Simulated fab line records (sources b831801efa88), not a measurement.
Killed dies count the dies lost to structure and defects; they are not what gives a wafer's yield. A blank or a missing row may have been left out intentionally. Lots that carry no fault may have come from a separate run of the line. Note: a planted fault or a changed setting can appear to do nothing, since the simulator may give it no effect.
Matching of chambers :: flow sky130 :: SKY_PAD_OPEN_ETCH_07 on rie_diel-04 has 4 sister chambers
The step etches the open film in CF4/O2, stops on AlCu, target depth 725 nm, time 161.1 s. 18 wafers are shown with their chamber, then 9 later ones without.

== WAFERS, EACH WITH ITS CHAMBER ==
wafer: L076.1
chamber: 3
drypump_motor_current_A (A): 6.1
oes_product_au (a.u.): 0.971
throttle_valve_pct (%): 5.959

wafer: L076.2
chamber: 0
drypump_motor_current_A (A): 6.1
oes_product_au (a.u.): 0.967
throttle_valve_pct (%): 5.963

wafer: L076.3
chamber: 1
drypump_motor_current_A (A): 5.8
oes_product_au (a.u.): 0.982
throttle_valve_pct (%): 5.973

wafer: L076.4
chamber: 2
drypump_motor_current_A (A): 5.1
oes_product_au (a.u.): 0.970
throttle_valve_pct (%): 5.960

wafer: L076.5
chamber: 3
drypump_motor_current_A (A): 6.1
oes_product_au (a.u.): 0.983
throttle_valve_pct (%): 5.967

wafer: L076.6
chamber: 2
drypump_motor_current_A (A): 5.1
oes_product_au (a.u.): 0.970
throttle_valve_pct (%): 5.962

wafer: L080.1
chamber: 2
drypump_motor_current_A (A): 5.1
oes_product_au (a.u.): 0.969
throttle_valve_pct (%): 5.978

wafer: L080.2
chamber: 0
drypump_motor_current_A (A): 6.0
oes_product_au (a.u.): 0.985
throttle_valve_pct (%): 5.978

wafer: L080.6
chamber: 1
drypump_motor_current_A (A): 5.8
oes_product_au (a.u.): 0.970
throttle_valve_pct (%): 5.959

wafer: L083.2
chamber: 0
drypump_motor_current_A (A): 6.1
oes_product_au (a.u.): 0.978
throttle_valve_pct (%): 5.961

wafer: L083.3
chamber: 1
drypump_motor_current_A (A): 5.8
oes_product_au (a.u.): 0.973
throttle_valve_pct (%): 5.964

wafer: L083.4
chamber: 2
drypump_motor_current_A (A): 5.1
oes_product_au (a.u.): 0.997
throttle_valve_pct (%): 5.969

wafer: L086.1
chamber: 1
drypump_motor_current_A (A): 5.8
oes_product_au (a.u.): 0.987
throttle_valve_pct (%): 5.976

wafer: L086.2
chamber: 2
drypump_motor_current_A (A): 5.1
oes_product_au (a.u.): 0.977
throttle_valve_pct (%): 5.973

wafer: L086.3
chamber: 0
drypump_motor_current_A (A): 6.0
oes_product_au (a.u.): 0.959
throttle_valve_pct (%): 5.954

wafer: L086.4
chamber: 3
drypump_motor_current_A (A): 6.1
oes_product_au (a.u.): 0.985
throttle_valve_pct (%): 5.963

wafer: L086.5
chamber: 3
drypump_motor_current_A (A): 6.1
oes_product_au (a.u.): 0.987
throttle_valve_pct (%): 5.968

wafer: L086.6
chamber: 0
drypump_motor_current_A (A): 6.1
oes_product_au (a.u.): 0.969
throttle_valve_pct (%): 5.952

SIGNATURES (means of the wafers above)
reading: drypump_motor_current_A
chamber 0: 6.060
chamber 1: 5.800
chamber 2: 5.100
chamber 3: 6.100
scatter within a chamber: 0.0293

reading: oes_product_au
chamber 0: 0.97160
chamber 1: 0.97800
chamber 2: 0.97660
chamber 3: 0.98150
scatter within a chamber: 0.00967

reading: throttle_valve_pct
chamber 0: 5.96160
chamber 1: 5.96800
chamber 2: 5.96840
chamber 3: 5.96425
scatter within a chamber: 0.00794
Rule: for each reading, subtract the chamber's mean from the wafer's reading, divide by that reading's scatter and square the result; add these up over the readings and take the root, which gives the wafer's distance from the chamber. The wafer belongs to the nearest chamber; if the next one is less than 2 further off, it can't be placed. The scatter: the root of (the sum of the squares of (reading less its chamber's mean) over the shown wafers, divided by (wafers less chambers)).

== WAFERS WITHOUT THEIR CHAMBER ==
wafer: L088.4
drypump_motor_current_A (A): 6.1
oes_product_au (a.u.): 0.978
throttle_valve_pct (%): 5.954

wafer: L088.5
drypump_motor_current_A (A): 5.1
oes_product_au (a.u.): 0.978
throttle_valve_pct (%): 5.957

wafer: L088.6
drypump_motor_current_A (A): 5.8
oes_product_au (a.u.): 0.977
throttle_valve_pct (%): 5.972

wafer: L094.1
drypump_motor_current_A (A): 5.1
oes_product_au (a.u.): 0.981
throttle_valve_pct (%): 5.962

wafer: L094.4
drypump_motor_current_A (A): 5.8
oes_product_au (a.u.): 0.990
throttle_valve_pct (%): 5.969

wafer: L094.5
drypump_motor_current_A (A): 6.1
oes_product_au (a.u.): 0.976
throttle_valve_pct (%): 5.964

wafer: L095.2
drypump_motor_current_A (A): 5.8
oes_product_au (a.u.): 0.979
throttle_valve_pct (%): 5.960

wafer: L095.3
drypump_motor_current_A (A): 5.1
oes_product_au (a.u.): 0.974
throttle_valve_pct (%): 5.949

wafer: L095.6
drypump_motor_current_A (A): 5.1
oes_product_au (a.u.): 0.985
throttle_valve_pct (%): 5.969

== WHICH CHAMBER EACH ONE RAN IN ==
wafer: L088.4
from the rows above: can't be placed: 3 or 0
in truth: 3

wafer: L088.5
from the rows above: 2
in truth: 2

wafer: L088.6
from the rows above: 1
in truth: 1

wafer: L094.1
from the rows above: 2
in truth: 2

wafer: L094.4
from the rows above: 1
in truth: 1

wafer: L094.5
from the rows above: can't be placed: 3 or 0
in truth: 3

wafer: L095.2
from the rows above: 1
in truth: 1

wafer: L095.3
from the rows above: 2
in truth: 2

wafer: L095.6
from the rows above: 2
in truth: 2
Placed correctly: 7 of 9. Not placeable from these rows: 2 (in 2, the candidates include the true chamber). Placed wrongly: 0.
